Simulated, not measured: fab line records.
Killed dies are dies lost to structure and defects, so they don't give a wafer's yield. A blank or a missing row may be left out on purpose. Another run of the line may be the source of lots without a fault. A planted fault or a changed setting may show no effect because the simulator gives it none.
Struck lot and sound lot, side by side / flow sky130 / 17 out of 708 route steps
Sound: these wafers, L515.1, L515.3, L515.5. Struck: wafers L526.2, L526.5, L526.6. Last of all comes the cause.
Order at every step that has rows: each side's tool, ch and its chambers, its first start. Under that, the readings that differ: sound wafers / struck wafers / difference of the means / sigmas: that difference in standard deviations of wafers without a fault.
alike: readings with means less than 2 such deviations apart, plus words and numbers identical on both sides. not compared: withheld readings, readings lacking a value on some wafer, bounds such as >300 that could conceal the same value, and numbers that have no deviation in the record and whose values overlap.
A row with sigmas, a row that says differs or no value, or rows on one side alone: a step with any of these is where the two part. Numbers that don't overlap but have no deviation are shown without sigmas and don't part them. A reading missing from all wafers of one side parts the sides only when that side holds two or more wafers.

SKY_GATE_OXIDE_TW_MEAS_14:
  struck on film_metro-01, day 20 07:32; sound on film_metro-04, day 16 14:02
  alike: GATE_OXIDE_TW
then, 3 steps without rows for these wafers: SKY_GATE_OXIDE_CLEAN_15 (cleans in SC1/SC2, time 150 s); SKY_GATE_OXIDE_OXIDATION_16 (stabilise 600 s, purge 300 s, target thk 3.57 nm); SKY_POLY_GATE_CVD_00 (deposits poly-Si, target thk 180 nm, time 720 s).
SKY_POLY_GATE_THK_MEAS_01:
  struck on film_metro-04, day 20 10:45; sound on film_metro-02, day 16 19:29
  alike: POLY_GATE_CVD_00_THK
then, 7 steps without rows for these wafers: SKY_RES_PROTECT_DEHYDRATE_00 (time 60 s); SKY_RES_PROTECT_HMDS_01 (prime time 60 s); SKY_RES_PROTECT_COAT_02 (resist thk 1140 nm); SKY_RES_PROTECT_SOFTBAKE_03 (time 60 s); SKY_RES_PROTECT_EXPOSE_04 (exposes mask RPM, target cd 1270 nm); SKY_RES_PROTECT_PEB_05; SKY_RES_PROTECT_DEVELOP_06 (develop time 60 s).
SKY_POLY_GATE_IMPLANT_02:
  sound on implanter-01 ch 0, day 17 23:47; struck on implanter-01 ch 0, day 21 17:07
reading=beam_on_s (s); sound=39.5 37.5 39.8; struck=15.3 14.8 15.0; difference=-23.9; sigmas=-17
reading=dose_ions_cm2; sound=7.692e+15 7.707e+15 7.699e+15; struck=3.072e+15 3.073e+15 3.076e+15; difference=-4.626e+15; sigmas=-99 or more
reading=end_station_pressure_torr (Torr); sound=1.06e-05 1.03e-05 1.05e-05; struck=1.38e-05 1.23e-05 1.39e-05; difference=+2.87e-06; sigmas=+5
  alike: faraday_current_uA, tilt_deg
SKY_RES_PROTECT_STRIP_07: strips in O2/N2.
  sound on plasma_asher-02 ch 0,1, day 17 23:56; struck on plasma_asher-04 ch 0,1, day 21 17:15
reading=oes_product_au (a.u.); sound=0.524 0.520 0.516; struck=0.570 0.576 0.572; difference=+0.053; sigmas=+12
reading=strip_time_to_endpoint_s (s); sound=23.33 23.33 23.32; struck=19.74 19.72 19.68; difference=-3.61; sigmas=-88
  alike: drypump_motor_current_A, o2_flow_sccm
  not compared: rf_hours_counter_h
SKY_RES_PROTECT_TW_MEAS_08:
  struck on film_metro-03, day 21 17:22; sound on film_metro-01, day 18 00:02
reading=POLY_GATE_TW; sound=4022 4032 4027; struck=3716 3719 3717; difference=-310; sigmas=-7
then, 1 step without rows for these wafers: SKY_RES_PROTECT_CLEAN_09 (cleans in SC1/SC2, time 150 s).
-- a jump in the record: the struck wafers' starts before and after are 28 days apart (it breaks off in module RES_PROTECT and resumes in module PAD_OPEN, where the first step shown is number 708 of the route) --
SKY_PAD_OPEN_PROBE_99:
  struck on prober-01, day 50 02:45; sound on prober-02, day 47 22:28
reading=model.etest.res_poly.line_ohm_um; sound=530.7 505.8 526.6; struck=1447 1442 1432; difference=+919; sigmas=
reading=model.etest.licon_poly.rc_ohm; sound=154.8 147.3 154.8; struck=817.2 785.1 798.2; difference=+647.9; sigmas=
reading=model.etest.res_poly.rs_ohm_sq; sound=48.63 48.59 48.16; struck=133.1 133 130.4; difference=+83.7; sigmas=
reading=model.etest.nfet_01v8.r_on_ohm_um; sound=847.6 847.5 834.9; struck=861.5 866 847.9; difference=+15.1; sigmas=
reading=model.etest.nfet_01v8_turned.drive_ua_um; sound=499.3 498 497.8; struck=474.6 475.1 486.9; difference=-19.5; sigmas=
reading=model.etest.nfet_01v8_lvt.drive_ua_um; sound=574.5 564.7 564.4; struck=547.8 547.4 555.4; difference=-17.7; sigmas=
reading=model.etest.nfet_01v8_swapped.drive_ua_um; sound=501.3 501.6 501.1; struck=471.5 474.6 484.9; difference=-24.3; sigmas=
reading=model.etest.nfet_01v8.drive_ua_um; sound=496.1 498.7 497.6; struck=472.9 473.6 485.4; difference=-20.2; sigmas=
  alike: killed_at_M0_to_M3, killed_at_M4_up, killed_at_contacts, killed_at_front_end, killed_at_other, killed_dies, killed_open, killed_short

== WHERE THEY PART ==
Earliest at SKY_POLY_GATE_IMPLANT_02; latest, in this record, at SKY_RES_PROTECT_TW_MEAS_08. Later steps at which nothing parts them and some readings are alike: SKY_PAD_OPEN_PROBE_99.

WHY: what the simulator had put in
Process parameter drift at SKY_POLY_GATE_IMPLANT_02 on implanter-01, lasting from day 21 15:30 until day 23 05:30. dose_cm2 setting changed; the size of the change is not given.
